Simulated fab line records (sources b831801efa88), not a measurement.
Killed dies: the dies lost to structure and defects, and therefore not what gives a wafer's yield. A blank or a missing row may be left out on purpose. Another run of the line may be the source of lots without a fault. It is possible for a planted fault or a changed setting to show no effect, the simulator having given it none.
fab line records + flow sky130
record:
- lots: 4
- wafers: 12
- last_day: 50
route steps=708 shown LDD_LDN@292 SPACER@304 POLY_CUT@307 SD_P@320 RES_XHIGH@332 SALICIDE@361 PAD_OPEN@708
lots untouched by any fault: they come from a run of this same line in which no faults occurred
start_h: hours from the record's opening day to when the first of the lot's shown wafers began + wait_h: hours elapsed since this lot's preceding step + " identical to the entry in the row above + L1.1+2: a row that stands for several wafers + - either no value or no given start + * or withheld: withheld + < > ~ a bound
route shown NAME@n: a module of which the file shows steps, and the number in the route of the first + usual: the fault-free wafers' mean and standard deviation + same: alike in all rows + chamber/n: place in a boat + sites: each site's reading + _std_site: the values' standard deviation + _edge_site: the outer-site mean with the inner-site mean subtracted + radius_mm: for every site, how far away it sits from the centre of the wafer + mask NAME#n: copy n + behind: the tool/chamber that last shaped the wafer + hold: the reason the lot was held/the length of the hold in hours/how it ended + device: names the non-switching transistor (n, p or np) + end of line: at the end of the route, the tests of the same wafers + for a step that has no rows: nothing shown but its recipe + killed: dies lost to structure and defects at the first sort, not the wafer's yield + map: shows each die of a wafer: x if killed, . if not, _ if none is there
set.NAME: the setting as run; set.NAME@STEP: as run at that earlier step + model.NAME: the simulator's own value behind a step, which no gauge read
lots at some steps of the route; a table a step, a row a wafer
services: when a tool's chamber went out of use (start_h, in hours from the record's first day, below 0 if earlier), for how many hours, and the reason
== steps ==
step: SKY_LDD_LDN_SOFTBAKE_03
recipe:
- temp_c: 90
- time_s: 60
- resist: NOVOLAK
step: SKY_LDD_LDN_EXPOSE_04
recipe:
- mask_id: LDNTM
- na: 0.6
- source_shape: conventional
- sigma_outer: 0.6
- polarization: unpolarized
- target_cd_nm: 700
- dose_mj: 140
step: SKY_LDD_LDN_PEB_05
recipe:
- temp_c: withheld
- time_s: *
- resist: NOVOLAK
step: SKY_LDD_LDN_DEVELOP_06
recipe:
- resist: NOVOLAK
- developer: TMAH
- develop_time_s: 60
- dev_temp_c: 23
step: SKY_LDD_LDN_IMPLANT_08
recipe:
- species: As
- energy_kev: 15
- dose_cm2: 1.25e+13
- tilt_deg: withheld
- rotation_deg: 23
step: SKY_LDD_LDN_IMPLANT_09
recipe:
- species: As
- energy_kev: 15
- dose_cm2: 1.25e+13
- tilt_deg: withheld
- rotation_deg: 113
step: SKY_LDD_LDN_IMPLANT_10
recipe:
- species: As
- energy_kev: 15
- dose_cm2: 1.25e+13
- tilt_deg: withheld
- rotation_deg: 203
step: SKY_LDD_LDN_IMPLANT_11
recipe:
- species: As
- energy_kev: 15
- dose_cm2: 1.25e+13
- tilt_deg: withheld
- rotation_deg: 293
step: SKY_LDD_LDN_STRIP_12
recipe:
- chemistry: O2/N2
- power_w: 1400
- pressure_mtorr: 1500
- platen_temp_c: withheld
- o2_flow_sccm: 3000
- n2_flow_sccm: 300
- overash_fraction: 0.5
step: SKY_LDD_LDN_CLEAN_14
recipe:
- chemistry: SC1/SC2
- mix: 1:4:20
- temp_c: 70
- time_s: 150
- dry: n2_spin
step: SKY_SPACER_CVD_00
recipe:
- material: Si3N4
- precursor: DCS/NH3
- target_thk_nm: 43.1
- temp_c: 770
- time_s: 740
- pressure_mtorr: 250
usual:
- pressure_mtorr: 249.9/0.53
- spike_tc_lower_C: 771.4/1.8
- zone_power_upper_pct: 12/3.3
| lot.wafer | tool     | chamber | start_h | wait_h | pressure_mtorr | spike_tc_lower_C | zone_power_upper_pct | model.Si3N4_of_SPACER_CVD_00.thk_nm |
|-----------|----------|---------|---------|--------|----------------|------------------|----------------------|-------------------------------------|
| L268.2    | lpcvd-02 | 1       | 567.87  | 0.0    | 249.8          | 771.7            | 9                    | 42.84                               |
| L268.3    | "        | 1       | "       | "      | 249.8          | 773.4            | 9                    | 42.74                               |
| L268.4    | "        | 1       | "       | "      | 250.3          | 772.7            | 9                    | 43.14                               |
| L271.4    | lpcvd-02 | 0       | 593.12  | 0.0    | 125.5          | 770.1            | 16                   | 34.68                               |
| L271.5    | "        | 0       | "       | "      | 124.7          | 768.5            | 16                   | 34.61                               |
| L271.6    | "        | 0       | "       | "      | 125.1          | 769.7            | 16                   | 34.47                               |
| L272.1    | lpcvd-02 | 0       | 601.76  | 0.0    | 124.5          | 770.6            | 16                   | 35.43                               |
| L272.3    | "        | 0       | "       | "      | 123.0          | 769.1            | 16                   | 35.36                               |
| L272.5    | "        | 0       | "       | "      | 123.9          | 770.0            | 16                   | 35.26                               |
| L283.1    | lpcvd-02 | 1       | 697.18  | 0.0    | 250.3          | 771.8            | 9                    | 42.97                               |
| L283.2    | "        | 1       | "       | "      | 249.8          | 773.3            | 9                    | 43.31                               |
| L283.5    | "        | 1       | "       | "      | 250.2          | 772.2            | 9                    | 43.03                               |
step: SKY_SPACER_THK_MEAS_01
recipe:
- reads: Si3N4_of_SPACER_CVD_00
usual:
- SPACER_CVD_00_THK: 43.1/0.44
| lot.wafer | tool          | chamber | start_h | wait_h | hold                     | SPACER_CVD_00_THK[nm] |
|-----------|---------------|---------|---------|--------|--------------------------|-----------------------|
| L268.2    | film_metro-02 | -       | 569.69  | 0.0    | -                        | 42.8                  |
| L268.3    | "             | -       | "       | "      | -                        | 42.7                  |
| L268.4    | "             | -       | "       | "      | -                        | 43.1                  |
| L271.4    | film_metro-02 | -       | 594.96  | 0.0    | await_dispo/0.2h/release | 34.7                  |
| L271.5    | "             | -       | "       | "      | await_dispo/0.2h/release | 34.6                  |
| L271.6    | "             | -       | "       | "      | await_dispo/0.2h/release | 34.5                  |
| L271.4    | film_metro-02 | -       | 595.18  | 0.2    | -                        | 34.7                  |
| L271.5    | "             | -       | "       | "      | -                        | 34.6                  |
| L271.6    | "             | -       | "       | "      | -                        | 34.4                  |
| L272.1    | film_metro-03 | -       | 602.97  | 0.0    | await_dispo/0.2h/release | 35.4                  |
| L272.3    | "             | -       | "       | "      | await_dispo/0.2h/release | 35.4                  |
| L272.5    | "             | -       | "       | "      | await_dispo/0.2h/release | 35.3                  |
| L272.1    | film_metro-03 | -       | 603.20  | 0.2    | -                        | 35.4                  |
| L272.3    | "             | -       | "       | "      | -                        | 35.3                  |
| L272.5    | "             | -       | "       | "      | -                        | 35.3                  |
| L283.1    | film_metro-02 | -       | 698.39  | 0.0    | -                        | 42.9                  |
| L283.2    | "             | -       | "       | "      | -                        | 43.3                  |
| L283.5    | "             | -       | "       | "      | -                        | 43.0                  |
step: SKY_SPACER_ETCHBACK_02
recipe:
- chemistry: CH3F/O2
- target: Si3N4
- stop_on: SiO2
- source_w: 400
- bias_w: 80
- pressure_mtorr: 25
- ch3f_flow_sccm: 40
- O2_flow_sccm: 30
- time_s: 46.7
- target_depth_a: 450
usual:
- drypump_motor_current_A: 5.5/0.42
- oes_product_au: 0.855/0.0071
- throttle_valve_pct: 10.562/0.0088
| lot.wafer | tool        | chamber | start_h | wait_h | hold                     | drypump_motor_current_A | oes_product_au | rf_hours_counter_h | throttle_valve_pct | model.etch.depth_nm |
|-----------|-------------|---------|---------|--------|--------------------------|-------------------------|----------------|--------------------|--------------------|---------------------|
| L268.2    | rie_diel-01 | 1       | 569.74  | 0.0    | -                        | 5.4                     | 0.846          | 69                 | 10.559             | 42.84               |
| L268.3    | "           | 2       | "       | "      | -                        | 5.4                     | 0.849          | 2                  | 10.560             | 42.74               |
| L268.4    | "           | 3       | "       | "      | -                        | 5.0                     | 0.861          | 5                  | 10.571             | 43.14               |
| L271.4    | rie_diel-02 | 0       | 598.69  | 3.5    | await_dispo/3.5h/release | 5.8                     | 0.758          | 1                  | 10.553             | 34.68               |
| L271.5    | "           | 2       | "       | "      | await_dispo/3.5h/release | 5.5                     | 0.758          | -                  | 10.549             | 34.61               |
| L271.6    | "           | 3       | "       | "      | await_dispo/3.5h/release | 5.8                     | 0.752          | -                  | 10.548             | 34.47               |
| L272.1    | rie_diel-02 | 0       | 606.10  | 2.9    | await_dispo/2.8h/release | 5.8                     | 0.767          | 1                  | 10.554             | 35.43               |
| L272.3    | "           | 1       | "       | "      | await_dispo/2.8h/release | 6.0                     | 0.765          | 0                  | 10.540             | 35.36               |
| L272.5    | "           | 1       | "       | "      | await_dispo/2.8h/release | 6.0                     | 0.772          | -                  | 10.557             | 35.26               |
| L283.1    | rie_diel-02 | 0       | 698.45  | 0.1    | -                        | 5.8                     | 0.876          | 3                  | 10.555             | 42.97               |
| L283.2    | "           | 3       | "       | "      | -                        | 5.8                     | 0.852          | 7                  | 10.553             | 43.31               |
| L283.5    | "           | 3       | "       | "      | -                        | 5.8                     | 0.846          | -                  | 10.554             | 43.03               |
step: SKY_POLY_CUT_DEHYDRATE_00
recipe:
- temp_c: 200
- time_s: 60
step: SKY_POLY_CUT_HMDS_01
recipe:
- prime_time_s: 60
- prime_temp_c: 120
step: SKY_POLY_CUT_COAT_02
recipe:
- resist: BARC
- temp_c: withheld
- time_s: withheld
- spin_rpm: 3000
- resist_thk_nm: 60
step: SKY_POLY_CUT_COAT_03
recipe:
- resist: KrF-thick
- spin_rpm: 3000
- resist_thk_nm: 450
step: SKY_POLY_CUT_SOFTBAKE_04
recipe:
- temp_c: 100
- time_s: 90
- resist: KrF-thick
step: SKY_POLY_CUT_EXPOSE_05
recipe:
- mask_id: NPCM
- na: 0.8
- source_shape: annular
- sigma_inner: 0.55
- sigma_outer: 0.85
- target_cd_nm: 270
- dose_mj: 32
step: SKY_POLY_CUT_PEB_06
recipe:
- peb_temp_c: withheld
- peb_time_s: withheld
- resist: KrF-thick
step: SKY_POLY_CUT_DEVELOP_07
recipe:
- develop_time_s: 60
- resist: KrF-thick
- dev_temp_c: 21
step: SKY_POLY_CUT_ETCH_10
recipe:
- chemistry: N2/H2
- target: BARC
- ion_energy_ev: 200
- source_w: 500
- bias_w: 100
- pressure_mtorr: 30
- n2_flow_sccm: 100
- h2_flow_sccm: 200
- stop_on: SiO2
- time_s: 45.9
- target_depth_a: 600
step: SKY_POLY_CUT_ETCH_11
recipe:
- target: Si3N4
- chemistry: CF4/CH2F2/Ar
- stop_on: poly-Si
- source_w: 600
- bias_w: 150
- pressure_mtorr: 40
- cf4_flow_sccm: 40
- ch2f2_flow_sccm: 20
- Ar_flow_sccm: 150
- time_s: 42.5
- target_depth_a: 600
step: SKY_POLY_CUT_STRIP_12
recipe:
- chemistry: O2/N2
- power_w: 1400
- pressure_mtorr: 1500
- platen_temp_c: withheld
- o2_flow_sccm: 3000
- n2_flow_sccm: 300
- overash_fraction: 0.5
step: SKY_SD_P_DEHYDRATE_00
recipe:
- temp_c: 200
- time_s: 60
step: SKY_SD_P_HMDS_01
recipe:
- prime_time_s: 60
- prime_temp_c: 120
step: SKY_SD_P_COAT_02
recipe:
- resist: NOVOLAK
- spin_rpm: 3000
- resist_thk_nm: 1140
step: SKY_SD_P_SOFTBAKE_03
recipe:
- temp_c: 90
- time_s: 60
- resist: NOVOLAK
step: SKY_SD_P_EXPOSE_04
recipe:
- mask_id: PSDM
- na: 0.6
- source_shape: conventional
- sigma_outer: 0.6
- polarization: unpolarized
- target_cd_nm: 380
- dose_mj: 138
step: SKY_SD_P_PEB_05
recipe:
- temp_c: withheld
- time_s: *
- resist: NOVOLAK
step: SKY_SD_P_DEVELOP_06
recipe:
- resist: NOVOLAK
- developer: TMAH
- develop_time_s: 60
- dev_temp_c: 23
step: SKY_SD_P_IMPLANT_09
recipe:
- species: BF2
- energy_kev: 20
- dose_cm2: 3e+15
- tilt_deg: 0
step: SKY_SD_P_STRIP_10
recipe:
- chemistry: O2/N2
- power_w: 1400
- pressure_mtorr: 1500
- platen_temp_c: withheld
- o2_flow_sccm: 3000
- n2_flow_sccm: 300
- overash_fraction: 0.5
step: SKY_RES_XHIGH_DEHYDRATE_00
recipe:
- temp_c: 200
- time_s: 60
step: SKY_RES_XHIGH_HMDS_01
recipe:
- prime_time_s: 60
- prime_temp_c: 120
step: SKY_SALICIDE_CLEAN_00
recipe:
- chemistry: HF-last
- time_s: 30
- dilution: 100:1
- dry: ipa_marangoni
| lot.wafer | tool         | chamber | start_h | wait_h | model.Si3N4_of_SPACER_CVD_00.thk_nm |
|-----------|--------------|---------|---------|--------|-------------------------------------|
| L268.2    | wet_bench-01 | 0       | 688.06  | 0.1    | 41.86                               |
| L268.3    | "            | 0       | "       | "      | 41.75                               |
| L268.4    | "            | 0       | "       | "      | 42.15                               |
| L271.4    | wet_bench-01 | 1       | 710.52  | 0.0    | 33.7                                |
| L271.5    | "            | 1       | "       | "      | 33.62                               |
| L271.6    | "            | 1       | "       | "      | 33.49                               |
| L272.1    | wet_bench-03 | 3       | 718.81  | 0.1    | 34.45                               |
| L272.3    | "            | 3       | "       | "      | 34.38                               |
| L272.5    | "            | 3       | "       | "      | 34.28                               |
| L283.1    | wet_bench-01 | 0       | 808.86  | 0.1    | 42.01                               |
| L283.2    | "            | 0       | "       | "      | 42.35                               |
| L283.5    | "            | 0       | "       | "      | 42.07                               |
step: SKY_PAD_OPEN_PROBE_99
usual:
- killed_at_M0_to_M3: 43/7.4
- killed_at_M4_up: 3.1/1.9
- killed_at_contacts: 25/5.4
- killed_at_front_end: 15/4.3
- killed_at_other: 0.3/0.54
- killed_dies: 86/10
- killed_open: 46/7.4
- killed_short: 40/7
same:
- gross_dies: 492
- killed_at_back_side: 0
| lot.wafer | tool      | chamber | start_h | wait_h | killed_at_M0_to_M3 | killed_at_M4_up | killed_at_contacts | killed_at_front_end | killed_at_other | killed_dies | killed_open | killed_short | model.etest.pfet_01v8.r_on_ohm_um | model.etest.nfet_g5v0d10v5.r_on_ohm_um | model.etest.sonos_uncharged.r_on_ohm_um | model.etest.pfet_01v8.drive_ua_um | model.etest.nfet_01v8_lvt.drive_ua_um | model.etest.sram_pfet_latch.drive_ua_um | model.etest.pfet_01v8_hvt.drive_ua_um | model.etest.pfet_01v8_mvt.drive_ua_um |
|-----------|-----------|---------|---------|--------|--------------------|-----------------|--------------------|---------------------|-----------------|-------------|-------------|--------------|-----------------------------------|----------------------------------------|-----------------------------------------|-----------------------------------|---------------------------------------|-----------------------------------------|---------------------------------------|---------------------------------------|
| L268.2    | prober-02 | -       | 1105.40 | 0.1    | 46                 | 3               | 22                 | 15                  | 1               | 87          | 48          | 39           | 2806                              | 1871                                   | 813.5                                   | 198.5                             | 595.1                                 | 148.5                                   | 148.5                                 | 156.2                                 |
| L268.3    | prober-02 | -       | 1105.45 | 0.2    | 40                 | 7               | 25                 | 8                   | 0               | 80          | 35          | 45           | 2797                              | 1861                                   | 804.2                                   | 199.9                             | 593                                   | 146.6                                   | 149.3                                 | 156.2                                 |
| L268.4    | prober-02 | -       | 1105.50 | 0.2    | 75                 | 4               | 18                 | 21                  | 0               | 118         | 61          | 57           | 2921                              | 1895                                   | 817.5                                   | 188.6                             | 579.4                                 | 136.4                                   | 138.9                                 | 149.7                                 |
| L271.4    | prober-01 | -       | 1121.57 | 0.2    | 37                 | 3               | 30                 | 13                  | 0               | 83          | 43          | 40           | 2592                              | 1841                                   | 758.3                                   | 219.9                             | 583.2                                 | 167.1                                   | 165.2                                 | 165.4                                 |
| L271.5    | prober-01 | -       | 1121.62 | 0.2    | 31                 | 5               | 23                 | 16                  | 0               | 75          | 34          | 40           | 2602                              | 1805                                   | 753.6                                   | 221.2                             | 595.5                                 | 168.9                                   | 165.1                                 | 167.1                                 |
| L271.6    | prober-01 | -       | 1121.67 | 0.2    | 49                 | 2               | 24                 | 17                  | 0               | 92          | 50          | 42           | 2595                              | 1782                                   | 752.5                                   | 220.8                             | 593.1                                 | 165.5                                   | 164.9                                 | 167                                   |
| L272.1    | prober-02 | -       | 1130.58 | 0.1    | 33                 | 5               | 19                 | 17                  | 1               | 75          | 38          | 37           | 2557                              | 1832                                   | 744                                     | 222.9                             | 591.4                                 | 172.1                                   | 166.7                                 | 168.4                                 |
| L272.3    | prober-02 | -       | 1130.68 | 0.2    | 53                 | 2               | 31                 | 13                  | 0               | 99          | 62          | 37           | 2625                              | 1858                                   | 771.1                                   | 215.4                             | 598.7                                 | 163.8                                   | 161.2                                 | 164.6                                 |
| L272.5    | prober-02 | -       | 1130.78 | 0.2    | 55                 | 0               | 21                 | 8                   | 0               | 84          | 40          | 44           | 2584                              | 1822                                   | 755.3                                   | 218.6                             | 590.1                                 | 163.8                                   | 165.4                                 | 166.7                                 |
| L283.1    | prober-01 | -       | 1191.12 | 0.1    | 34                 | 2               | 27                 | 14                  | 0               | 77          | 40          | 35           | 2922                              | 1892                                   | 809.8                                   | 193.3                             | 580.7                                 | 145.2                                   | 142.7                                 | 153.1                                 |
| L283.2    | prober-01 | -       | 1191.17 | 0.1    | 37                 | 0               | 27                 | 17                  | 0               | 81          | 39          | 38           | 2914                              | 1895                                   | 813.3                                   | 191.2                             | 581                                   | 142.8                                   | 142.2                                 | 150.4                                 |
| L283.5    | prober-01 | -       | 1191.32 | 0.2    | 44                 | 4               | 27                 | 11                  | 0               | 86          | 46          | 40           | 2932                              | 1899                                   | 816.1                                   | 190.7                             | 577.2                                 | 139.8                                   | 141.6                                 | 150                                   |
killed by level:class
L268.2 VIA1:geometric_particle:open=19 LI_CONTACT:geometric_particle:open=7 VIA1:geometric_particle:short=6 LOCAL_INTERCONNECT:geometric_particle:short=5 CONTACT:geometric_particle:open=5 METAL2:geometric_particle:short=5 VIA3:geometric_particle:open=5 SPACER:geometric_particle:short=4
L268.3 VIA1:geometric_particle:open=8 METAL2:geometric_particle:short=8 LI_CONTACT:geometric_particle:open=7 METAL4:geometric_particle:short=7 VIA2:geometric_particle:open=6 CONTACT:geometric_particle:short=5 LOCAL_INTERCONNECT:geometric_particle:short=5 CONTACT:geometric_particle:open=5
L268.4 VIA1:geometric_particle:open=17 VIA2:geometric_particle:open=13 METAL2:geometric_particle:short=9 LOCAL_INTERCONNECT:geometric_particle:short=8 VIA3:geometric_particle:open=8 FIELD_ISO:geometric_particle:short=6 METAL1:geometric_particle:short=6 FIELD_ISO:geometric_particle:open=5
L271.4 CONTACT:geometric_particle:open=10 VIA1:geometric_particle:open=8 LI_CONTACT:geometric_particle:open=7 VIA1:geometric_particle:short=6 FIELD_ISO:geometric_particle:short=5 FIELD_ISO:geometric_particle:open=5 LOCAL_INTERCONNECT:geometric_particle:short=5 CONTACT:geometric_particle:short=5
L271.5 VIA1:geometric_particle:open=8 LI_CONTACT:geometric_particle:open=7 FIELD_ISO:geometric_particle:short=6 CONTACT:geometric_particle:open=6 METAL1:geometric_particle:short=5 METAL4:geometric_particle:short=5 VIA1:geometric_particle:short=4 LOCAL_INTERCONNECT:geometric_particle:short=4
L271.6 VIA2:geometric_particle:open=10 FIELD_ISO:geometric_particle:short=7 LI_CONTACT:geometric_particle:open=7 CONTACT:geometric_particle:open=7 METAL1:geometric_particle:short=7 VIA1:geometric_particle:short=6 VIA1:geometric_particle:open=6 VIA3:geometric_particle:open=6
L272.1 VIA1:geometric_particle:open=9 CONTACT:geometric_particle:short=7 FIELD_ISO:geometric_particle:open=6 CONTACT:geometric_particle:open=6 METAL4:geometric_particle:short=5 POLY_GATE:geometric_particle:short=4 VIA2:geometric_particle:open=4 VIA3:geometric_particle:short=4
L272.3 VIA1:geometric_particle:open=13 VIA2:geometric_particle:open=11 CONTACT:geometric_particle:open=10 LI_CONTACT:geometric_particle:open=9 VIA1:geometric_particle:short=8 METAL2:geometric_particle:short=5 VIA3:geometric_particle:open=5 FIELD_ISO:geometric_particle:open=4
L272.5 VIA1:geometric_particle:open=14 CONTACT:geometric_particle:open=10 METAL1:geometric_particle:short=8 VIA1:geometric_particle:short=6 METAL2:geometric_particle:short=5 VIA2:geometric_particle:open=5 METAL3:geometric_particle:short=5 VIA3:geometric_particle:short=5
L283.1 CONTACT:geometric_particle:open=10 VIA1:geometric_particle:open=10 METAL1:geometric_particle:short=6 LI_CONTACT:geometric_particle:open=5 CONTACT:geometric_particle:short=5 METAL2:geometric_particle:short=5 VIA2:geometric_particle:open=5 VIA3:geometric_particle:open=4
L283.2 CONTACT:geometric_particle:open=10 VIA1:geometric_particle:open=8 LI_CONTACT:geometric_particle:open=7 CONTACT:geometric_particle:short=6 VIA3:geometric_particle:open=5 VIA3:geometric_particle:short=5 FIELD_ISO:geometric_particle:short=4 VIA1:geometric_particle:short=4
L283.5 VIA3:geometric_particle:open=10 CONTACT:geometric_particle:open=9 VIA1:geometric_particle:open=9 METAL2:geometric_particle:short=8 LI_CONTACT:geometric_particle:open=6 CONTACT:geometric_particle:short=6 METAL1:geometric_particle:short=5 VIA2:geometric_particle:short=5
== services ==
| tool        | chamber | start_h | hours | kind           |
|-------------|---------|---------|-------|----------------|
| rie_diel-01 | 2       | 560.01  | 3.6   | repair         |
| rie_diel-02 | 1       | 569.43  | -     | clean          |
| rie_diel-02 | 1       | 569.43  | 15.3  | scheduled_down |
| rie_diel-02 | 1       | 569.43  | 15.3  | vent_cycle     |
| rie_diel-01 | 1       | 597.11  | -     | clean          |
| rie_diel-01 | 1       | 597.11  | 20.2  | scheduled_down |
| rie_diel-01 | 1       | 597.11  | 20.2  | vent_cycle     |
| rie_diel-01 | 2       | 624.28  | 2.6   | repair         |
| rie_diel-01 | 2       | 636.14  | 132.0 | repair         |
| rie_diel-02 | 0       | 637.66  | 9.2   | repair         |
| lpcvd-02    | -       | 655.86  | 2.8   | pm             |
| rie_diel-02 | 2       | 673.69  | 32.9  | repair         |
| rie_diel-01 | 0       | 685.59  | 11.3  | repair         |
| rie_diel-02 | 1       | 688.24  | 5.6   | repair         |
| rie_diel-02 | 2       | 706.60  | -     | clean          |
| rie_diel-02 | 2       | 706.60  | 18.1  | scheduled_down |
| rie_diel-02 | 2       | 706.60  | 18.1  | vent_cycle     |
| rie_diel-01 | -       | 709.57  | 2.8   | pm             |
== key ==
first_sign:
- step: SKY_SPACER_CVD_00
- reading: pressure_mtorr
- direction: down
- sigmas: 99+
- usual: 249.9
- struck: 124.4
effect:
- step: SKY_SPACER_THK_MEAS_01
- reading: visit
- direction: added
effect:
- step: SKY_SPACER_THK_MEAS_01
- reading: SPACER_CVD_00_THK
- direction: down
- sigmas: 19
- usual: 43.1
- struck: 35.0
effect:
- step: SKY_SPACER_ETCHBACK_02
- reading: oes_product_au
- direction: down
- sigmas: 13
- usual: 0.855
- struck: 0.762
model_effect:
- step: SKY_SPACER_CVD_00
- value: Si3N4_of_SPACER_CVD_00.thk_nm
- without: 43.06
- struck: 34.97
model_effect:
- step: SKY_SPACER_ETCHBACK_02
- value: etch.depth_nm
- without: 43.06
- struck: 34.97
model_effect:
- step: SKY_SALICIDE_CLEAN_00
- value: Si3N4_of_SPACER_CVD_00.thk_nm
- without: 42.08
- struck: 33.99
model_effect:
- step: SKY_PAD_OPEN_PROBE_99
- value: etest.pfet_01v8.r_on_ohm_um
- without: 2837
- struck: 2592
met_at SKY_SPACER_CVD_00
struck_wafers L271.4,L271.5,L271.6,L272.1,L272.3,L272.5
tester_left_out L271,L272
fault:
- kind: process_parameter_drift
- tool: lpcvd-02
- chamber: 0
- onset_h: 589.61
- steps: SKY_SPACER_CVD_00
- channel: pressure_mtorr
- offset: -125
- shape: step
- end_h: 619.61
- acts_in: these_recipes_only
- stated: 250
tester_left_out: of these lots the tester's yield and bins aren't shown, on N5 and GAA mostly nor the transistor test; their killed dies are dies lost to structure and defects alone, not to doping, threshold or leakage, so they don't give the yield
